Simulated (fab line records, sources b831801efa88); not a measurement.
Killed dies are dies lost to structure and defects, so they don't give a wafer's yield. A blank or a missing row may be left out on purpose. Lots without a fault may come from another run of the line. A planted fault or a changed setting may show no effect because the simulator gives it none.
Split-lot experiment | flow gf180mcu | 5 lots, 23 wafers read, on a route of 602 steps

THE SPLIT
At GF_DUAL_GATE_COAT_06 (resist thk 1000 nm), the setting resist_thk_nm was moved away from the recipe's 1000 nm on 8 of the 23 wafers read, by -1.9% to +2.9%. The other wafers ran this setting at the recipe's value.

The reading is taken at the split's own step.

THE READING
NOVOLAK_of_DUAL_GATE_COAT_06.thk_nm (the simulator's own value, which no gauge read), in nm, at GF_DUAL_GATE_COAT_06 (resist thk 1000 nm). The file gives no usual value for it. The 15 wafers here that ran the recipe average 1001.3 nm, standard deviation 2 nm.

wafer  | tool, chamber at the split | resist_thk_nm as run, nm | against the recipe | NOVOLAK_of_DUAL_GATE_COAT_06.thk_nm, nm | against lot-mates on the recipe
L076.1 | litho_track-04, 0          | 1000                     | recipe             | 1002                                    | -
L076.2 | litho_track-04, 0          | 1000                     | recipe             | 1002                                    | -
L076.3 | litho_track-04, 0          | 1000                     | recipe             | 1003                                    | -
L076.6 | litho_track-04, 0          | 1000                     | recipe             | 1003                                    | -
L076.4 | litho_track-04, 0          | 1000                     | recipe             | 998.6                                   | -
L079.2 | litho_track-02, 0          | 1000                     | recipe             | 998.5                                   | -
L079.4 | litho_track-02, 0          | 1000                     | recipe             | 1000                                    | -
L079.5 | litho_track-02, 0          | 1000                     | recipe             | 999.6                                   | -
L081.1 | litho_track-01, 0          | 980.5                    | -1.9%              | 979.5                                   | -21.5
L081.2 | litho_track-01, 0          | 980.5                    | -1.9%              | 980.8                                   | -20.2
L081.3 | litho_track-01, 0          | 980.5                    | -1.9%              | 980.8                                   | -20.2
L081.4 | litho_track-01, 0          | 1000                     | recipe             | 1002                                    | -
L081.6 | litho_track-01, 0          | 1000                     | recipe             | 999.9                                   | -
L080.1 | litho_track-02, 0          | 1015                     | +1.5%              | 1020                                    | +15.5
L080.2 | litho_track-02, 0          | 1015                     | +1.5%              | 1017                                    | +12.5
L080.3 | litho_track-02, 0          | 1000                     | recipe             | 1003                                    | -
L080.5 | litho_track-02, 0          | 1000                     | recipe             | 1006                                    | -
L080.6 | litho_track-02, 0          | 1015                     | +1.5%              | 1016                                    | +11.5
L083.1 | litho_track-02, 0          | 1000                     | recipe             | 998.5                                   | -
L083.2 | litho_track-02, 0          | 1029                     | +2.9%              | 1030                                    | +29.5
L083.4 | litho_track-02, 0          | 1000                     | recipe             | 1002                                    | -
L083.5 | litho_track-02, 0          | 1000                     | recipe             | 1001                                    | -
L083.6 | litho_track-02, 0          | 1029                     | +2.9%              | 1028                                    | +27.5

THE FIT
A straight line over all 23 wafers: NOVOLAK_of_DUAL_GATE_COAT_06.thk_nm changes by +10.2 nm for each +1% of resist_thk_nm; r = +0.99; the points scatter about the line by 2 nm.
The same after taking each lot's own level away (the mean of its wafers on the recipe; 23 wafers): +9.91 nm for each +1%; r = +0.99; scatter 1.5 nm.
On that fit, the largest move of resist_thk_nm shifts the reading by 29 nm.
The lots' own levels span 999.37 to 1004.50 nm, that is 2.5 times the standard deviation above.
So the lot-to-lot level changes the slope little: the two slopes agree.
Check: with one of the wafers moved furthest among these (+2.9%) left out of the fit, the line predicts +27.9 nm for it against its lot-mates. It came out at +29.5 nm against them.

THE WHOLE CHAIN: every reading that the file lists as answering this split, in the file's order
step                  | what it does       | reading                                                                              | change (the file's fit)              | r (the file's)
GF_DUAL_GATE_COAT_06  | resist thk 1000 nm | NOVOLAK_of_DUAL_GATE_COAT_06.thk_nm (the simulator's own value, which no gauge read) | +9.85 nm for each +1% of the setting | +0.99
GF_DUAL_GATE_STRIP_13 | strips in O2/N2    | strip_time_to_endpoint_s                                                             | withheld for each +1% of the setting | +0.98

THE FILE'S OWN FIT
NOVOLAK_of_DUAL_GATE_COAT_06.thk_nm changes by +9.85 nm for each +1% of resist_thk_nm, r = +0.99.
